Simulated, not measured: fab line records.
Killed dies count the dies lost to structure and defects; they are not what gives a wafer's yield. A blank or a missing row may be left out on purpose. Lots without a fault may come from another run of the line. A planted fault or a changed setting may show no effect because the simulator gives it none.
A single fault, viewed from 2 desks | flow gf180mcu | only its own numbers are on each desk; what lay behind them is given at the end

== THE TOOL OWNER'S DESK: furnace-02 ==
The tool's own readings at GF_DUAL_GATE_OXIDATION_02 (stabilise 600 s, purge 300 s, target thk 10.887 nm): means of the sampled wafers that have a number, for each lot that ran on this tool. Any lot whose mean is over 4 standard deviations away from the usual mean is out of limits and marked OUT; that distance is given in the brackets.
Columns: A = zone-power-lower-pct at GF_DUAL_GATE_OXIDATION_02, usual 20.4 %
lot  | first seen here | A
L455 | day 8 20:22     | 17.3
L457 | day 9 04:50     | 17.3
L463 | day 10 23:07    | 17.6
L464 | day 11 10:50    | 17.4
Result from this desk: across the 4 lots, nothing is out of limits.

== THE METROLOGY DESK ==
Lot by lot, what the gauges showed, no matter which tool ran the lot: averages of those sampled wafers that carry a number. Any lot whose mean is over 4 standard deviations away from the usual mean is out of limits and marked OUT; that distance is given in the brackets. It has 10 readings; the 7 that lie furthest out on some lot are the ones shown.
Columns: A = VT_IMPLANT_4_TW at GF_VT_IMPLANT_TW_MEAS_43, usual 692; B = MVSD_RS at GF_VT_IMPLANT_RS_MEAS_46, usual 456.8 ohm/sq; C = NWELL_RS at GF_VT_IMPLANT_RS_MEAS_47, usual 487.6 ohm/sq; D = LVPWELL_RS at GF_VT_IMPLANT_RS_MEAS_48, usual 1196 ohm/sq; E = DUAL_GATE_OXIDATION_00_THK at GF_DUAL_GATE_THK_MEAS_03, usual 10.83 nm; F = DUAL_GATE_OVL at GF_DUAL_GATE_OVL_MEAS_11, usual 0.0 nm; G = POLY_GATE_OVL at GF_POLY_GATE_OVL_MEAS_11, usual 1 nm
lot  | first seen here | A   | B     | C     | D    | E     | F    | G
L455 | day 8 18:37     | 700 | 455.7 | 487.4 | 1194 | 10.84 | 1.3  | -2
L457 | day 9 03:45     | 691 | 456.8 | 487.2 | 1199 | 11.00 | -0.5 | -2
L463 | day 10 21:32    | 692 | 457.9 | 487.9 | 1197 | 11.08 | 2.1  | -2
L464 | day 11 09:52    | 698 | 458.7 | 490.0 | 1194 | 11.18 | 0.0  | 5
L466 | day 11 21:33    | 687 | 457.5 | 487.0 | 1191 | 10.43 | 0.1  | 11
L470 | day 12 21:59    | 683 | 456.3 | 486.3 | 1196 | 10.90 | -1.6 | 3
Result from this desk: across the 6 lots, nothing is out of limits.

== TAKEN TOGETHER ==
Nothing out of limits was seen by the tool owner's desk.
Metrology desk: nothing out of limits seen.

== WHAT WAS PUT IN BY THE SIMULATOR ==
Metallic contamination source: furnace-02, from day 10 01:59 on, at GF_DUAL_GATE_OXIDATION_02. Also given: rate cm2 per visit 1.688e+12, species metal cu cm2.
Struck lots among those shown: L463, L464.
